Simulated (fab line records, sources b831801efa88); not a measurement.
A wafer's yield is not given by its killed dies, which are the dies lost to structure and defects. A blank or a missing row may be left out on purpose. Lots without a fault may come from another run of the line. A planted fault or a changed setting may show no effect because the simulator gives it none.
Chamber matching | flow sky130 | rie-diel-03 running SKY_VIA3_ETCH_15: 4 sister chambers
The step etches SiO2 in C4F8/O2/Ar, stops on TiN, target depth 507 nm, time 78 s. 7 wafers are shown with their chamber, then 8 later ones without.

== WAFERS, EACH WITH ITS CHAMBER ==
wafer  | chamber | chamber-pressure-mTorr (mTorr) | oes-product-au (a.u.)
L076.3 | 2       | 39.99                          | 0.948
L080.3 | 1       | 40.07                          | 0.946
L080.5 | 1       | 39.98                          | 0.954
L082.1 | 3       | 40.03                          | 0.940
L083.1 | 3       | 40.05                          | 0.947
L083.5 | 0       | 39.98                          | 0.945
L087.1 | 0       | 40.04                          | 0.953

== WAFERS MISSING THEIR CHAMBER ==
wafer  | chamber-pressure-mTorr (mTorr) | oes-product-au (a.u.)
L087.3 | 40.06                          | 0.948
L087.4 | 39.97                          | 0.946
L093.1 | 39.94                          | 0.951
L093.2 | 40.05                          | 0.953
L093.4 | 39.96                          | 0.944
L094.2 | 39.95                          | 0.947
L094.4 | 40.01                          | 0.932
L094.6 | 40.04                          | 0.949

== WHICH CHAMBER EACH WENT THROUGH ==
wafer  | from the rows above               | in truth
L087.3 | can't be placed: 1 or 3 or 0 or 2 | 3
L087.4 | can't be placed: 2 or 0 or 1 or 3 | 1
L093.1 | can't be placed: 2 or 0 or 1 or 3 | 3
L093.2 | can't be placed: 1 or 0 or 2 or 3 | 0
L093.4 | can't be placed: 2 or 0 or 3 or 1 | 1
L094.2 | can't be placed: 2 or 0 or 1 or 3 | 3
L094.4 | can't be placed: 3 or 2 or 0 or 1 | 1
L094.6 | can't be placed: 1 or 0 or 3 or 2 | 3
Placed correctly: 0 of 8. These rows do not allow placing 8 (true chamber among the candidates in 8). Placed wrongly: 0.
How it was worked out, from the rows above alone: a wafer's distance from a chamber is the root of the sum, over the readings, of the square of ((its reading less the chamber's mean) divided by the reading's scatter). If the next closest chamber is less than 2 further off than the closest, the wafer can't be placed; otherwise it belongs to the closest. For every chamber, the mean is computed from those of its wafers that are shown. The scatter: take each reading less its chamber's mean, square it, sum over the shown wafers, divide by the number of wafers less the number of chambers, and take the root.
